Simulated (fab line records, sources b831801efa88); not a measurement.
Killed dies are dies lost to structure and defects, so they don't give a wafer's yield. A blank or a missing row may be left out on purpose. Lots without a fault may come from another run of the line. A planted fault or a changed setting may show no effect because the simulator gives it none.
Problem report in the 8D (eight disciplines) form, filled by code | flow gf180mcu | the parts of the form that need people (team, actions taken, sign-off) are left out

1. THE PROBLEM
DUAL_GATE_OXIDATION_00_THK at GF_DUAL_GATE_THK_MEAS_03 reads a mean of 12.88 nm on 6 wafers of 2 lots; wafers without a fault read 10.95 nm with a standard deviation of 0.2. That is +9.7 standard deviations from the usual mean.
First seen on wafer L271.2, day 10 22:26, on film_metro-04. The record holds 36 wafers of 12 lots with a number at this step. Rule for "out", or "out of limits": more than 4 standard deviations from the usual mean. The other wafers with a number count as sound.

2. WHAT IT IS AND WHAT IT IS NOT
question                    | is                         | is not
which readings at this step | DUAL_GATE_OXIDATION_00_THK | -
which lots                  | L271, L272                 | L259, L261, L265, L268, L269, L270, L273, L275, L281, L282
which wafers of those lots  | all that have a number     | -
read on which gauges        | film_metro-04              | film_metro-01, film_metro-03
when                        | from day 10 22:26          | up to then (18 sound wafers); but 12 sound wafers of L273, L275, L281, L282 came after

3. SUSPECTS, AND WHAT RULES EACH OUT
Counting: a tool at a process step up to the reading stays a suspect if it ran every lot that is out and no sound lot after the first of them.
- the gauge at GF_DUAL_GATE_THK_MEAS_03: ruled out. All the wafers that are out were read on film_metro-04, but those of them that GF_DUAL_GATE_OXIDATION_02 has rows for are out there too, on other tools.
- rtp_anneal-02 at GF_VT_IMPLANT_RTA_45 (time 30 s): ruled out as a lasting fault. Sound lots L273, L275, L282 ran on it after its first lot that is out, L271 (day 10 19:19).
- furnace-02 at GF_DUAL_GATE_OXIDATION_02 (stabilise 600 s, purge 300 s, target thk 10.887 nm): kept. It ran every lot that is out, first L271 (day 10 20:58), and no sound lot after that; its last sound lot up to then is L269 (day 10 12:17). Its own readings are out on those wafers: spike_tc_bottom_C, spike_tc_centre_C, spike_tc_lower_C, spike_tc_top_C, spike_tc_upper_C.
Left after counting: furnace-02 at GF_DUAL_GATE_OXIDATION_02.

4. THE CAUSE (what the simulator had put in)
Process parameter drift: furnace-02, from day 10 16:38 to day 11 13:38, at GF_DUAL_GATE_OXIDATION_02. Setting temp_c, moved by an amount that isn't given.
Counting left only this tool.

5. THE CHAIN OF EFFECTS, in route order
Each row: a reading whose mean over the struck wafers that have a number lies more than 3 standard deviations from the usual. Only readings for which the record gives a usual standard deviation are gone through. hours: the time from each lot's start at the first step in this table that gives one to its start at this step, as a median over the lots. sigmas: the change in usual standard deviations.
hours | step                      | reading                    | usual    | on struck wafers | change | sigmas
0     | GF_DUAL_GATE_OXIDATION_02 | spike_tc_bottom_C          | 913.7 C  | 930.8            | +17.1  | +14
0     | GF_DUAL_GATE_OXIDATION_02 | spike_tc_centre_C          | 899.4 C  | 915.2            | +15.8  | +18
0     | GF_DUAL_GATE_OXIDATION_02 | spike_tc_lower_C           | 900.5 C  | 916.6            | +16.1  | +15
0     | GF_DUAL_GATE_OXIDATION_02 | spike_tc_top_C             | 909.7 C  | 926.8            | +17.1  | +10
0     | GF_DUAL_GATE_OXIDATION_02 | spike_tc_upper_C           | 899.9 C  | 915.9            | +16.0  | +16
0     | GF_DUAL_GATE_OXIDATION_02 | zone_power_bottom_pct      | 30.3 %   | 32.1             | +1.8   | +3.0
1     | GF_DUAL_GATE_THK_MEAS_03  | DUAL_GATE_OXIDATION_00_THK | 10.95 nm | 12.88            | +1.93  | +9.7
The process steps in it:
- GF_DUAL_GATE_OXIDATION_02: stabilise 600 s, purge 300 s, target thk 10.887 nm.

6. WHAT WOULD HAVE CAUGHT IT SOONER
In this record the first reading out of limits at a measuring or inspecting step was taken at day 10 22:26, 6 hours after the fault began at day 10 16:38.
The tool's own readings at GF_DUAL_GATE_OXIDATION_02 were out on every struck wafer that the step has a row for (spike_tc_bottom_C, spike_tc_centre_C, spike_tc_lower_C, spike_tc_top_C, spike_tc_upper_C): an alarm limit on them would have fired on the first of those.
Of the lots that are out (2), L272 began GF_DUAL_GATE_OXIDATION_02 on furnace-02 after day 10 22:26. A hold on the tool at that time would have spared it.
